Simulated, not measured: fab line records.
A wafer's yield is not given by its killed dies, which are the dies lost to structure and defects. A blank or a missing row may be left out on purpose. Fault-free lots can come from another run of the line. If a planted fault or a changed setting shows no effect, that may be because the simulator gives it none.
Which tool is to blame?    flow sky130    15 lots, 45 wafers sampled, at 4 steps of a route of 708

== WHAT THE GAUGES READ, wafer by wafer ==
SKY_NWELL_TW_MEAS_15.
lot   measured      on             NWELL_TW
L557  day 4 15:23   film_metro-04  1822 1811 1818
L558  day 4 23:34   film_metro-02  1818 1820 1817
L559  day 5 00:37   film_metro-02  1821 1818 1813
L560  day 5 08:25   film_metro-04  1819 1807 1808
L561  day 5 13:35   film_metro-02  1809 1807 1810
L562  day 5 22:23   film_metro-04  1816 1808 1807
L563  day 6 02:37   film_metro-04  1813 1825 1819
L567  day 7 00:49   film_metro-03  1824 1820 1827
L568  day 7 05:49   film_metro-02  1812 1815 1818
L570  day 7 17:20   film_metro-04  1798 1831 1803
L576  day 9 02:36   film_metro-04  30 30 30
L577  day 9 15:20   film_metro-04  30 30 30
L578  day 9 22:18   film_metro-04  30 30 30
L579  day 10 03:34  film_metro-02  1815 1819 1808
L580  day 10 09:18  film_metro-03  1825 1819 1815

SKY_METAL2_OVL_MEAS_16.
lot   measured      on          METAL2_OVL (nm)
L557  day 35 00:53  overlay-02  9 2 4
L558  day 35 15:59  overlay-02  -2 -2 -3
L559  day 35 22:08  overlay-01  12 10 8
L560  day 36 23:02  overlay-01  -1 -3 1
L561  day 36 23:21  overlay-02  2 -3 3
L562  day 36 21:26  overlay-01  14 1 6
L563  day 37 09:02  overlay-01  -5 -3 -2
L567  day 38 11:26  overlay-01  -1 4 0
L568  day 38 19:44  overlay-01  -3 14 5
L570  day 39 09:41  overlay-01  6 6 0
L576  day 40 18:05  overlay-01  -3 1 -2
L577  day 41 11:25  overlay-02  -3 0 -2
L578  day 41 19:51  overlay-02  1 -3 1
L579  day 42 00:20  overlay-02  -4 -9 -2
L580  day 42 10:18  overlay-02  3 9 1

== TOOL THAT RAN EACH LOT (tool first, then ch and the chambers of the sampled wafers, then the start) ==
lot   SKY_PWDE_STRIP_09                    SKY_NWELL_STRIP_14
L557  plasma_asher-01 ch 0,1, day 3 21:25  plasma_asher-03 ch 1, day 4 15:17
L558  plasma_asher-04 ch 0,1, day 4 04:58  plasma_asher-04 ch 0,1, day 4 23:28
L559  plasma_asher-04 ch 0,1, day 4 06:40  plasma_asher-04 ch 0,1, day 5 00:31
L560  plasma_asher-04 ch 0,1, day 4 13:41  plasma_asher-03 ch 0,1, day 5 08:19
L561  plasma_asher-04 ch 0,1, day 4 18:47  plasma_asher-03 ch 0,1, day 5 13:31
L562  plasma_asher-01 ch 0,1, day 5 02:43  plasma_asher-04 ch 0,1, day 5 22:17
L563  plasma_asher-04 ch 0,1, day 5 07:55  plasma_asher-02 ch 0,1, day 6 02:31
L567  plasma_asher-01 ch 0,1, day 6 05:29  plasma_asher-02 ch 0,1, day 7 00:43
L568  plasma_asher-02 ch 0,1, day 6 10:17  plasma_asher-04 ch 0,1, day 7 05:44
L570  plasma_asher-04 ch 0,1, day 6 21:19  plasma_asher-02 ch 0,1, day 7 17:14
L576  plasma_asher-02 ch 0,1, day 8 04:56  plasma_asher-04 ch 0,1, day 9 02:29
L577  plasma_asher-02 ch 0,1, day 8 17:11  plasma_asher-02 ch 0,1, day 9 15:14
L578  plasma_asher-04 ch 0,1, day 9 00:08  plasma_asher-02 ch 0,1, day 9 22:11
L579  plasma_asher-02 ch 0,1, day 9 05:01  plasma_asher-03 ch 0,1, day 10 03:28
L580  plasma_asher-01 ch 0,1, day 9 10:19  plasma_asher-04 ch 0,1, day 10 09:11
- SKY_PWDE_STRIP_09: strips in O2/N2.
- SKY_NWELL_STRIP_14: strips in O2/N2.

== AS READ BY THE TOOLS THEMSELVES (means over the sampled wafers that have a number; for cases with no such wafer, the mark the record gives instead) ==
SKY_PWDE_STRIP_09.
lot   tool             chamber_pressure_mTorr (mTorr)  drypump_motor_current_A (A)  oes_product_au (a.u.)  strip_time_to_endpoint_s (s)
L557  plasma_asher-01  1501.1                          5.0                          0.725                  36.99
L558  plasma_asher-04  1500.8                          5.5                          0.721                  36.98
L559  plasma_asher-04  1500.2                          5.1                          0.727                  37.03
L560  plasma_asher-04  1499.6                          5.5                          0.722                  36.97
L561  plasma_asher-04  1500.6                          5.5                          0.723                  36.97
L562  plasma_asher-01  1500.1                          5.0                          0.720                  36.78
L563  plasma_asher-04  1500.3                          5.1                          0.726                  36.89
L567  plasma_asher-01  1500.8                          5.0                          0.724                  36.85
L568  plasma_asher-02  1500.5                          6.1                          0.724                  36.72
L570  plasma_asher-04  1500.0                          5.5                          0.720                  36.95
L576  plasma_asher-02  -                               -                            -                      -
L577  plasma_asher-02  -                               -                            -                      -
L578  plasma_asher-04  -                               -                            -                      -
L579  plasma_asher-02  1498.5                          5.8                          0.720                  36.71
L580  plasma_asher-01  1500.9                          5.0                          0.722                  36.74

SKY_NWELL_STRIP_14.
lot   tool             chamber_pressure_mTorr (mTorr)  drypump_motor_current_A (A)  oes_product_au (a.u.)  strip_time_to_endpoint_s (s)
L557  plasma_asher-03  1501.6                          5.3                          0.722                  36.92
L558  plasma_asher-04  1499.1                          5.1                          0.727                  36.95
L559  plasma_asher-04  1499.3                          5.5                          0.722                  36.86
L560  plasma_asher-03  1500.1                          5.4                          0.720                  36.84
L561  plasma_asher-03  1502.1                          5.4                          0.724                  36.93
L562  plasma_asher-04  1499.5                          5.1                          0.724                  36.74
L563  plasma_asher-02  1500.3                          5.8                          0.720                  36.89
L567  plasma_asher-02  1500.8                          6.1                          0.720                  37.01
L568  plasma_asher-04  1498.5                          5.1                          0.724                  36.87
L570  plasma_asher-02  1499.0                          6.0                          0.718                  36.75
L576  plasma_asher-04  1500.4                          5.5                          0.741                  81.02
L577  plasma_asher-02  1499.8                          5.8                          0.736                  80.93
L578  plasma_asher-02  1500.4                          5.8                          0.736                  81.15
L579  plasma_asher-03  1499.9                          5.5                          0.716                  36.76
L580  plasma_asher-04  1499.7                          5.1                          0.721                  37.00

== THE ANSWER, worked out from the rows above alone ==
Rule: the lots themselves supply what counts as usual. Put in order of their means at a reading, lots are off if they are a third of the lots or fewer, leave a main group of 4 or more, and stand apart from it by a gap of 3 or more times the standard deviation of the main group's means; of several such gaps the widest counts. The tables above print the reading to a certain number of digits; a main group whose means all agree to those digits is not used. Also off: a lot with no number at a reading for which 4 or more lots have one. Any other lot the step has rows for is counted as sound. After the gauges, taken in route order, come the tools' own readings; for these a lot's mean is taken, as printed above. At the first step where some lot is off, the reading lying furthest off is the one used; lots without a number count as furthest.
Off: L576, L577, L578, seen at SKY_NWELL_TW_MEAS_15 (NWELL_TW). Mean 1815 and standard deviation 4.3 in the main group.
A tool fits if, at a process step before that reading, it ran every lot that is off, and no sound lot after the first of them. The gauges at SKY_NWELL_TW_MEAS_15 aren't tried: what is off there is off at SKY_PWDE_STRIP_09 too, on other tools, and a gauge's error can't cause that. None of those tried fits.

== WHAT THE SIMULATOR HAD PUT IN ==
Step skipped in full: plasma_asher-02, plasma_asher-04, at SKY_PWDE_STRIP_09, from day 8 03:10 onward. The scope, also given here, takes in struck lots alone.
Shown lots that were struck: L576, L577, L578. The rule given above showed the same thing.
